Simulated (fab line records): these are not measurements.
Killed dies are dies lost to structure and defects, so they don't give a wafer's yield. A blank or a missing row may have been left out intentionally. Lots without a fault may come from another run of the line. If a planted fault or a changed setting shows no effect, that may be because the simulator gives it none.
Problem report, 8D (eight disciplines) form, completed by code | flow sky130 | the parts of the form that need people (team, actions taken, sign-off) are left out

## 1. PROBLEM STATEMENT
Mean POLY_GATE_CVD_00_THK at SKY_POLY_GATE_THK_MEAS_01: 196.0 nm over 6 wafers in 2 lots; fault-free wafers: 179.7 nm, standard deviation 1.9. Measured from the usual mean, that is +8.6 standard deviations.
Seen first at day 19 06:06 on filmMetro-01, wafer L159.1. The record holds 42 wafers of 14 lots with a number at this step. Rule for "out", or "out of limits": more than 4 standard deviations from the usual mean. All remaining wafers that have a number are taken as sound.

## 2. WHAT IT IS, AND WHAT IT ISN'T
question                    | is                         | is not
which readings at this step | POLY_GATE_CVD_00_THK       | -
which lots                  | L159, L160                 | L144, L146, L147, L150, L151, L152, L153, L154, L155, L157, L158, L167
which wafers of those lots  | all that have a number     | -
read on which gauges        | filmMetro-01, filmMetro-03 | filmMetro-04
when                        | from day 19 06:06          | up to then (33 sound wafers); but 3 sound wafers of L167 came after

## 3. WHAT RULES OUT EACH SUSPECT
Counting: a tool at a process step up to the reading stays a suspect if it ran every lot that is out and no sound lot after the first of them.
- the gauge at SKY_POLY_GATE_THK_MEAS_01 is ruled out. The wafers that are out were read on 2 gauges (filmMetro-01, filmMetro-03).
- lpcvd-01 at SKY_POLY_GATE_CVD_00 (deposits poly-Si, target thk 180 nm, time 720 s): ruled out as a lasting fault. After its first lot that is out, L159 (day 19 04:54), sound lots L167 ran on it.
Left after counting: nothing in the record.

## 4. THE CAUSE (what the simulator had put in)
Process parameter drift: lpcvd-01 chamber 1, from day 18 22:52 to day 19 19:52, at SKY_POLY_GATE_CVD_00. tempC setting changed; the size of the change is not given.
The count ruled it out by mistake, since the rule takes a fault to strike every lot its tool runs from the start of the fault on, and this one did not do so.

## 5. THE EFFECT CHAIN, in route order
One row per reading whose mean, taken over the struck wafers that have a number, lies over 3 standard deviations from the usual. Only readings for which the record gives a usual standard deviation are gone through. hours: the time from each lot's start at the first step in this table that gives one to its start at this step, as a median over the lots. sigmas: the change in usual standard deviations.
hours | step                      | reading              | usual    | on struck wafers | change | sigmas
0     | SKY_POLY_GATE_CVD_00      | spikeTcCentreC       | 620.3 C  | 624.0            | +3.7   | +3.7
0     | SKY_POLY_GATE_CVD_00      | spikeTcLowerC        | 621.5 C  | 625.1            | +3.6   | +3.6
0     | SKY_POLY_GATE_CVD_00      | spikeTcUpperC        | 620.6 C  | 624.3            | +3.7   | +3.8
0     | SKY_POLY_GATE_CVD_00      | susceptorTempC       | 619.96 C | 623.95           | +3.99  | +16
1     | SKY_POLY_GATE_THK_MEAS_01 | POLY_GATE_CVD_00_THK | 179.7 nm | 196.0            | +16.3  | +8.6
Here are the process steps it includes:
- SKY_POLY_GATE_CVD_00: deposits poly-Si, target thk 180 nm, time 720 s.
Later measuring or inspecting steps at which every struck wafer that the step has a row for has a number for every such reading, and none has moved that far: SKY_METAL1_THK_MEAS_06.

## 6. HOW IT WOULD HAVE BEEN CAUGHT EARLIER
In this record the first reading out of limits at a measuring or inspecting step was taken at day 19 06:06, 7 hours after the fault began at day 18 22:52.
At SKY_POLY_GATE_CVD_00, the tool's own readings (susceptorTempC) were out on each struck wafer the step has a row for, so an alarm limit on them would have fired on the first such wafer.
